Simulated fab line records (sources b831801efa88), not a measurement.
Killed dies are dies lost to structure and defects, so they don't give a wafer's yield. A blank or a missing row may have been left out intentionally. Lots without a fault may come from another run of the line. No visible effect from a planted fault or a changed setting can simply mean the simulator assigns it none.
The tool behind it: which one?    flow gf180mcu    12 lots, 36 wafers sampled, at 3 steps of a route of 602

## WHAT THE GAUGES SHOWED, per wafer
GF_V3_BOW_MEAS_05.
lot   measured      on            V3_BOW (um)
L075  day 22 01:01  filmMetro-02  123 117 119
L077  day 22 19:10  filmMetro-04  115 115 123
L079  day 23 09:58  filmMetro-01  127 124 122
L081  day 24 09:53  filmMetro-01  127 135 124
L084  day 25 00:07  filmMetro-04  119 131 131
L085  day 25 18:53  filmMetro-01  97 112 110
L087  day 26 08:11  filmMetro-01  111 120 118
L089  day 26 16:16  filmMetro-02  128 111 116
L091  day 27 04:29  filmMetro-01  104 120 108
L093  day 28 00:40  filmMetro-02  113 114 109
L095  day 28 10:58  filmMetro-02  115 117 107
L097  day 29 06:01  filmMetro-04  112 118 101

## TOOL THAT RAN EACH LOT (tool first, then ch and the chambers of the sampled wafers, then the start)
lot   GF_V1_SPUTTER_22             GF_M2_STRIP_17
L075  pvdSputter-02, day 18 18:53  plasmaAsher-02 ch 0,1, day 19 20:41
L077  pvdSputter-03, day 19 13:07  plasmaAsher-02 ch 0,1, day 20 14:32
L079  pvdSputter-01, day 20 05:29  plasmaAsher-01 ch 0,1, day 21 05:59
L081  pvdSputter-01, day 21 08:06  plasmaAsher-01 ch 0,1, day 22 08:32
L084  pvdSputter-01, day 21 23:11  plasmaAsher-02 ch 0,1, day 22 23:33
L085  pvdSputter-02, day 22 19:18  plasmaAsher-02 ch 0,1, day 23 18:53
L087  pvdSputter-01, day 23 08:19  plasmaAsher-04 ch 0,1, day 24 07:26
L089  pvdSputter-03, day 23 18:03  plasmaAsher-04 ch 0,1, day 24 17:14
L091  pvdSputter-02, day 24 06:49  plasmaAsher-01 ch 0,1, day 25 06:02
L093  pvdSputter-02, day 25 04:13  plasmaAsher-02 ch 0,1, day 26 02:37
L095  pvdSputter-02, day 25 16:07  plasmaAsher-02 ch 0,1, day 26 14:44
L097  pvdSputter-01, day 26 12:43  plasmaAsher-01 ch 0,1, day 27 10:41
- GF_V1_SPUTTER_22: material TiN, target thk 10 nm, time 40 s.
- GF_M2_STRIP_17: strips in O2/N2.

## THE ANSWER, worked out from the rows above alone
Rule: the usual values come from the lots themselves. Put in order of their means at a reading, lots are off if they are a third of the lots or fewer, leave a main group of 4 or more, and stand apart from it by a gap of 3 or more times the standard deviation of the main group's means; of several such gaps the widest counts. A main group is skipped when, at the precision printed for the reading in the tables above, its means are all equal. Also off: a lot with no number at a reading for which 4 or more lots have one. All remaining lots with rows at the step are treated as sound.
No lot is off at any reading shown: from this, nothing can be told.

## WHAT THE SIMULATOR PUT IN
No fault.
